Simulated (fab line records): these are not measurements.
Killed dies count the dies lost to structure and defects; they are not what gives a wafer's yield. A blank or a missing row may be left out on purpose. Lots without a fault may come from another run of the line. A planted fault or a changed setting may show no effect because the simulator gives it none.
A lot that was struck, set against a sound lot    flow sky130    17 out of 708 route steps
Sound: wafers L509.1, L509.2, L509.6. Wafers L525.2, L525.3, L525.5 were the ones struck. Last of all comes the cause.
At each step with rows: each side's tool, then ch and its chambers, then its first start. Under that, the readings that differ: sound wafers    struck wafers    difference of the means    sigmas: that difference in standard deviations of wafers without a fault.
alike: a reading whose means differ by less than 2 such deviations, as well as words and numbers matching on both sides. not compared: withheld readings; readings where some wafer has no value; bounds like >300 that might hide an equal value; numbers whose values overlap and for which the record gives no deviation.
Wherever a step has rows on one side only, a row that says differs or no value, or a row with sigmas, the two part there. When numbers do not overlap yet have no deviation, they are printed without sigmas and do not part them. Lack of a reading on every wafer of one side parts them only where that side has two or more wafers.

SKY_LDD_HVN_OVL_MEAS_07:
  sound on overlay-01 at day 19 23:08; struck on overlay-02 at day 26 09:46
  alike: LDD_HVN_OVL
after that, 1 step had no rows for these wafers: SKY_LDD_HVN_IMPLANT_08.
SKY_LDD_HVN_STRIP_09: strips in O2/N2.
  sound on plasmaAsher-01 ch 0,1, day 19 23:19; struck on plasmaAsher-02 ch 1, day 26 09:56
reading                   sound        struck       difference  sigmas
drypumpMotorCurrentA (A)  5.0 5.4 5.0  6.7 6.7 6.7  +1.6        +3
  alike: oesProductAu, stripTimeToEndpointS
  not compared: rfHoursCounterH
SKY_LDD_HVN_TW_MEAS_10:
  sound on filmMetro-01 at day 19 23:25; struck on filmMetro-03 at day 26 10:03
  alike: LDD_HVN_TW
then, 7 steps without rows for these wafers: SKY_LDD_HVP_DEHYDRATE_00 (time 60 s); SKY_LDD_HVP_HMDS_01 (prime time 60 s); SKY_LDD_HVP_COAT_02 (resist thk 300 nm); SKY_LDD_HVP_SOFTBAKE_03 (time 60 s); SKY_LDD_HVP_EXPOSE_04 (exposes mask HVPTM, target cd 700 nm); SKY_LDD_HVP_PEB_05; SKY_LDD_HVP_DEVELOP_06 (develop time 60 s).
SKY_LDD_HVP_OVL_MEAS_07:
  sound on overlay-02 at day 21 06:50; struck on overlay-01 at day 27 13:35
  alike: LDD_HVP_OVL
SKY_LDD_HVP_IMPLANT_08:
  sound on implanter-04 ch 0, day 21 06:52; struck on implanter-01 ch 0, day 27 13:38
reading           sound                             struck                           difference  sigmas
doseIonsCm2       1.6992e+13 1.6984e+13 1.7004e+13  1.808e+13 1.8056e+13 1.8067e+13  +1.074e+12  +57
faradayCurrentUA  95.3 96.0 96.8                    104.2 100.8 99.7                 +5.5        +3
  alike: beamEnergyKeV, endStationPressureTorr, tiltDeg
SKY_LDD_HVP_STRIP_09: strips in O2/N2.
  sound on plasmaAsher-04 ch 0,1, day 21 07:01; struck on plasmaAsher-01 ch 0,1, day 27 13:46
reading                   sound        struck       difference  sigmas
drypumpMotorCurrentA (A)  6.7 6.1 6.7  5.4 5.0 5.0  -1.4        -2
  alike: oesProductAu, stripTimeToEndpointS
  not compared: rfHoursCounterH
SKY_LDD_HVP_TW_MEAS_10:
  sound on filmMetro-01 at day 21 07:07; struck on filmMetro-04 at day 27 13:52
reading     sound              struck             difference  sigmas
LDD_HVP_TW  452.7 455.2 454.2  459.8 462.0 458.8  +6.2        +3
then, 1 step without rows for these wafers: SKY_LDD_LDN_DEHYDRATE_00 (time 60 s).
-- record jumps: 22 days separate the struck wafers' starts on either side; left off in module LDD_LDN, taken up again in module PAD_OPEN, whose first shown step is the route's number 708 --
SKY_PAD_OPEN_PROBE_99:
  sound on prober-02 at day 45 15:35; struck on prober-02 at day 49 16:34
reading                       sound           struck          difference  sigmas
model.etest.tip_p_5v.rsOhmSq  2884 2896 2878  2758 2748 2734  -139        
  alike: killed_at_M0_to_M3, killed_at_M4_up, killedAtContacts, killedAtFrontEnd, killedAtOther, killedDies, killedOpen, killedShort

== WHERE THEY PART ==
Earliest at SKY_LDD_HVN_STRIP_09; latest, in this record, at SKY_LDD_HVP_TW_MEAS_10. Later steps at which nothing parts them and some readings are alike: SKY_PAD_OPEN_PROBE_99.

WHY: whatever the simulator had introduced
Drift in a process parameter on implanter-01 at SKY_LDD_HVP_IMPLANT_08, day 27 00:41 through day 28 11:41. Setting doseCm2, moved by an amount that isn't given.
